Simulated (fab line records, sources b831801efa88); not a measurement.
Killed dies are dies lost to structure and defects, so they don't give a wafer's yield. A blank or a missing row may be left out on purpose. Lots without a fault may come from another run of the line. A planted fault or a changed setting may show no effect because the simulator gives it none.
fab line records | flow sky130
record lots=8 wafers=24 last_day=45
route steps=708 shown FIELD_ISO@14 PWDE@52 NWELL@63 PAD_OPEN@708
lots that met no fault: from a run of the same line without faults
start_h: hours from the record's first day to the start of the lot's first wafer shown | wait_h: hours since the lot's step before | " the same as in the row above | L1.1+2: a row that stands for several wafers | - no value, or no start given | * or withheld: withheld | < > ~ a bound
route shown NAME@n: a module of which the file shows steps, and the number in the route of the first | usual: mean/standard deviation of fault-free wafers | same: alike in all rows | chamber/n: place in a boat | sites: the reading at each site | _std_site: their standard deviation | _edge_site: outer sites' mean less inner sites' | radius_mm: how far each site lies from the wafer's centre | mask NAME#n: copy n | behind: the tool/chamber that last shaped the wafer | hold: why the lot was held/for how many hours/how that ended | device: the transistor (n, p or np) that didn't switch | end of line: the same wafers' tests at the end of the route | a step without rows: its recipe alone | killed: dies lost to structure and defects at the first sort, not the wafer's yield | map: a wafer's dies, x killed, . not, _ none there
set.NAME: the setting as run; set.NAME@STEP: as run at that earlier step | model.NAME: the simulator's own value behind a step, which no gauge read
steps of the route over a sample of lots; a table a step, a row a wafer
services: from which hour (start_h, from the record's first day; less than 0 if before it) a tool's chamber was out of use, for how many hours, and why
## steps
# step SKY_FIELD_ISO_CD_MEAS_13
# recipe target_cd_nm=150
# usual cd_nm=150.4/1.7
# columns lot.wafer tool chamber start_h wait_h cd_nm
L360.1 cd_sem-02 - 27.92 - 153.0
L360.2 " - " " 150.3
L360.6 " - " " 151.0
L361.2 cd_sem-01 - 33.64 - 151.4
L361.3 " - " " 151.7
L361.6 " - " " 152.5
L362.1 cd_sem-01 - 39.47 - 147.9
L362.2 " - " " 147.9
L362.5 " - " " 148.7
L363.2 cd_sem-02 - 44.75 - 148.9
L363.3 " - " " 149.6
L363.6 " - " " 148.9
L364.1 cd_sem-01 - 49.48 - 147.8
L364.3 " - " " 147.5
L364.4 " - " " 148.7
L365.3 cd_sem-02 - 56.31 - 148.9
L365.4 " - " " 148.5
L365.6 " - " " 148.3
L366.3 cd_sem-01 - 58.66 - 148.2
L366.4 " - " " 145.7
L366.6 " - " " 149.5
L367.3 cd_sem-01 - 63.97 - 148.5
L367.5 " - " " 149.9
L367.6 " - " " 148.7
# step SKY_PWDE_OVL_MEAS_07
# usual PWDE_OVL=-1.2/1.4
# columns lot.wafer tool chamber start_h wait_h PWDE_OVL[nm]
L360.1 overlay-01 - 64.52 - 0.0
L360.2 " - " " -2.5
L360.6 " - " " -0.9
L361.2 overlay-02 - 73.59 - 1.4
L361.3 " - " " 2.2
L361.6 " - " " 0.1
L362.1 overlay-01 - 79.27 - -4.3
L362.2 " - " " -3.3
L362.5 " - " " -3.1
L363.2 overlay-02 - 86.24 - -2.1
L363.3 " - " " -3.2
L363.6 " - " " -3.4
L364.1 overlay-02 - 89.88 - -1.9
L364.3 " - " " -2.5
L364.4 " - " " -1.8
L365.3 overlay-01 - 97.44 - 0.1
L365.4 " - " " -1.7
L365.6 " - " " -1.0
L366.3 overlay-01 - 98.44 - -1.9
L366.4 " - " " -1.2
L366.6 " - " " -0.4
L367.3 overlay-01 - 104.19 - -0.7
L367.5 " - " " -2.4
L367.6 " - " " -2.2
# step SKY_NWELL_OVL_MEAS_10
# usual NWELL_00_OVL=-1.1/1.1
# columns lot.wafer tool chamber start_h wait_h NWELL_00_OVL[nm]
L360.1 overlay-02 - 81.37 - -1.2
L360.2 " - " " -0.6
L360.6 " - " " 0.4
L361.2 overlay-01 - 90.89 - -1.6
L361.3 " - " " -1.4
L361.6 " - " " -2.1
L362.1 overlay-01 - 97.17 - -0.9
L362.2 " - " " 1.4
L362.5 " - " " 0.7
L363.2 overlay-02 - 103.83 - -0.5
L363.3 " - " " -0.1
L363.6 " - " " 0.5
L364.1 overlay-01 - 108.07 - -0.2
L364.3 " - " " -0.9
L364.4 " - " " -0.3
L365.3 overlay-01 - 115.23 - -1.4
L365.4 " - " " 0.4
L365.6 " - " " 0.7
L366.3 overlay-02 - 116.58 - -2.0
L366.4 " - " " -1.4
L366.6 " - " " -2.3
L367.3 overlay-01 - 122.98 - 0.4
L367.5 " - " " -0.6
L367.6 " - " " 1.1
# step SKY_NWELL_IMPLANT_11
# recipe species=P energy_kev=400 dose_cm2=1.9e+13 tilt_deg=withheld
# usual beam_energy_keV=399.97/0.12 dose_ions_cm2=1.9001e+13/2e+10 implant_ion_amu=31/0
# columns lot.wafer tool chamber start_h wait_h beam_energy_keV dose_ions_cm2 implant_ion_amu
L360.1 implanter-03 0 81.41 0.0 399.77 1.9009e+13 31
L360.2 " 0 " " 399.97 1.8991e+13 31
L360.6 " 0 " " 399.92 1.9005e+13 31
L361.2 implanter-03 0 90.94 0.0 399.80 1.9014e+13 31
L361.3 " 0 " " 399.89 1.8996e+13 31
L361.6 " 0 " " 399.84 1.9029e+13 31
L362.1 implanter-03 0 97.21 0.0 400.13 1.8997e+13 31
L362.2 " 0 " " 400.25 1.899e+13 31
L362.5 " 0 " " 400.09 1.8986e+13 31
L363.2 implanter-01 0 103.88 0.0 400.01 1.9011e+13 31
L363.3 " 0 " " 400.07 1.9038e+13 31
L363.6 " 0 " " 400.22 1.8994e+13 31
L364.1 implanter-01 0 108.11 0.0 399.84 1.901e+13 75
L364.3 " 0 " " 399.77 1.8996e+13 75
L364.4 " 0 " " 399.88 1.8994e+13 75
L365.3 implanter-04 0 115.31 0.1 399.74 1.9036e+13 75
L365.4 " 0 " " 399.93 1.9029e+13 75
L365.6 " 0 " " 400.11 1.9015e+13 75
L366.3 implanter-04 0 116.66 0.1 399.88 1.9019e+13 75
L366.4 " 0 " " 400.05 1.9021e+13 75
L366.6 " 0 " " 399.98 1.899e+13 75
L367.3 implanter-01 0 123.06 0.1 400.02 1.8987e+13 75
L367.5 " 0 " " 400.20 1.9014e+13 75
L367.6 " 0 " " 399.96 1.8989e+13 75
# step SKY_NWELL_TW_MEAS_15
# usual NWELL_TW=1838/12
# columns lot.wafer tool chamber start_h wait_h hold NWELL_TW
L360.1 film_metro-01 - 81.96 0.1 - 1847
L360.2 " - " " - 1858
L360.6 " - " " - 1862
L361.2 film_metro-04 - 91.60 0.2 - 1827
L361.3 " - " " - 1811
L361.6 " - " " - 1824
L362.1 film_metro-01 - 97.76 0.1 - 1837
L362.2 " - " " - 1834
L362.5 " - " " - 1835
L363.2 film_metro-02 - 104.42 0.1 - 1845
L363.3 " - " " - 1844
L363.6 " - " " - 1842
L364.1 film_metro-04 - 108.66 0.1 await_dispo/0.2h/release 2830
L364.3 " - " " await_dispo/0.2h/release 2824
L364.4 " - " " await_dispo/0.2h/release 2829
L364.1 film_metro-04 - 108.88 0.2 - 2836
L364.3 " - " " - 2809
L364.4 " - " " - 2828
L365.3 film_metro-04 - 115.83 0.1 await_dispo/0.2h/release 2822
L365.4 " - " " await_dispo/0.2h/release 2827
L365.6 " - " " await_dispo/0.2h/release 2808
L365.3 film_metro-04 - 116.15 0.3 - 2813
L365.4 " - " " - 2827
L365.6 " - " " - 2831
L366.3 film_metro-04 - 117.18 0.1 await_dispo/0.2h/release 2845
L366.4 " - " " await_dispo/0.2h/release 2827
L366.6 " - " " await_dispo/0.2h/release 2844
L366.3 film_metro-04 - 117.40 0.2 - 2829
L366.4 " - " " - 2843
L366.6 " - " " - 2838
L367.3 film_metro-02 - 123.58 0.1 await_dispo/0.2h/release 2829
L367.5 " - " " await_dispo/0.2h/release 2829
L367.6 " - " " await_dispo/0.2h/release 2837
L367.3 film_metro-02 - 123.80 0.2 - 2834
L367.5 " - " " - 2827
L367.6 " - " " - 2835
# step SKY_PAD_OPEN_PROBE_99
# usual defect_limited_yield=82.4/2.2 killed_at_M0_to_M3=44/7.7 killed_at_M4_up=3.2/1.7 killed_at_contacts=24/5.3 killed_at_front_end=15/4.3 killed_at_other=0.3/0.57 killed_dies=87/11 killed_open=47/7.4 killed_short=40/6.5 sort_bin_3_pad_short=0.8/0.4 sort_bin_5_function=10.5/1.6 sort_bin_6_memory=6.3/1.2 sort_n_pass=405/11 sort_yield_pct=82.4/2.2
# same gross_dies=492 killed_at_back_side=0 sort_bin_4_leakage[%]=0 sort_bin_8_speed[%]=0
# columns lot.wafer tool chamber start_h wait_h defect_limited_yield[%] killed_at_M0_to_M3 killed_at_M4_up killed_at_contacts killed_at_front_end killed_at_other killed_dies killed_open killed_short sort_bin_3_pad_short[%] sort_bin_5_function[%] sort_bin_6_memory[%] sort_n_pass sort_yield_pct[%]
L360.1 prober-02 - 1068.65 0.1 82.5 51 2 27 5 1 86 48 38 0.6 10.6 6.3 406 82.5
L360.2 prober-02 - 1068.70 0.1 81.9 41 4 33 11 0 89 52 37 0.6 10.4 7.1 403 81.9
L360.6 prober-02 - 1068.90 0.2 81.9 51 5 22 11 0 89 48 41 0.6 10.0 7.5 403 81.9
L361.2 prober-01 - 1079.24 0.1 81.3 51 7 16 16 2 92 49 40 0.4 11.2 7.1 400 81.3
L361.3 prober-01 - 1079.29 0.2 79.9 61 2 25 11 0 99 50 48 0.8 12.2 7.1 393 79.9
L361.6 prober-01 - 1079.44 0.2 82.5 51 2 16 15 2 86 37 45 0.6 9.8 7.1 406 82.5
# killed by level:class
L360.1 VIA1:geometric_particle:open=12 CONTACT:geometric_particle:open=9 LI_CONTACT:geometric_particle:open=7 VIA1:geometric_particle:short=7 METAL2:geometric_particle:short=7 VIA2:geometric_particle:short=6 LOCAL_INTERCONNECT:geometric_particle:short=5 VIA2:geometric_particle:open=5
L360.2 CONTACT:geometric_particle:open=15 VIA1:geometric_particle:open=9 LI_CONTACT:geometric_particle:open=7 METAL1:geometric_particle:short=6 VIA2:geometric_particle:open=6 LOCAL_INTERCONNECT:geometric_particle:short=5 VIA1:geometric_particle:short=5 FIELD_ISO:geometric_particle:short=4
L360.6 VIA1:geometric_particle:open=12 CONTACT:geometric_particle:open=8 LI_CONTACT:geometric_particle:open=7 METAL1:geometric_particle:short=7 VIA1:geometric_particle:short=7 VIA2:geometric_particle:short=5 VIA2:geometric_particle:open=5 VIA3:geometric_particle:open=5
L361.2 VIA1:geometric_particle:open=11 VIA2:geometric_particle:open=8 METAL2:geometric_particle:short=8 FIELD_ISO:geometric_particle:open=6 CONTACT:geometric_particle:open=6 VIA2:geometric_particle:short=6 VIA3:geometric_particle:open=6 POLY_GATE:geometric_particle:open=5
L361.3 VIA1:geometric_particle:open=14 VIA3:geometric_particle:open=8 CONTACT:geometric_particle:open=7 VIA1:geometric_particle:short=7 LI_CONTACT:geometric_particle:open=6 METAL2:geometric_particle:short=6 METAL3:geometric_particle:short=6 FIELD_ISO:geometric_particle:open=5
L361.6 VIA1:geometric_particle:open=12 METAL1:geometric_particle:short=9 METAL3:geometric_particle:short=8 VIA2:geometric_particle:open=7 CONTACT:geometric_particle:open=6 FIELD_ISO:geometric_particle:short=5 LOCAL_INTERCONNECT:geometric_particle:short=4 CONTACT:geometric_particle:short=4
## services
# columns tool chamber start_h hours kind
implanter-01 - 65.86 1.7 repair
implanter-04 - 74.75 0.7 repair
implanter-01 - 114.83 4.7 pm
## key
first_sign step=SKY_NWELL_IMPLANT_11 reading=implant_ion_amu direction=up sigmas=99+ usual=31 struck=75
effect step=SKY_NWELL_TW_MEAS_15 reading=visit direction=added
effect step=SKY_NWELL_TW_MEAS_15 reading=NWELL_TW direction=up sigmas=81 usual=1838 struck=2829
met_at SKY_NWELL_IMPLANT_11
struck_lots L364,L365,L366,L367
scrapped_behind SKY_NWELL_TW_MEAS_15 L364.1,L364.3,L364.4,L365.3,L365.4,L365.6,L366.3,L366.4,L366.6,L367.3,L367.5,L367.6
not_acting_at SKY_FIELD_ISO_CD_MEAS_13,SKY_PWDE_OVL_MEAS_07,SKY_NWELL_OVL_MEAS_10
onset_between 103.88 108.11
fault kind=wrong_recipe_download tool=implanter-01,implanter-03,implanter-04 chamber=- onset_h=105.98 steps=SKY_NWELL_IMPLANT_11 wrong_recipe.not_listed=1
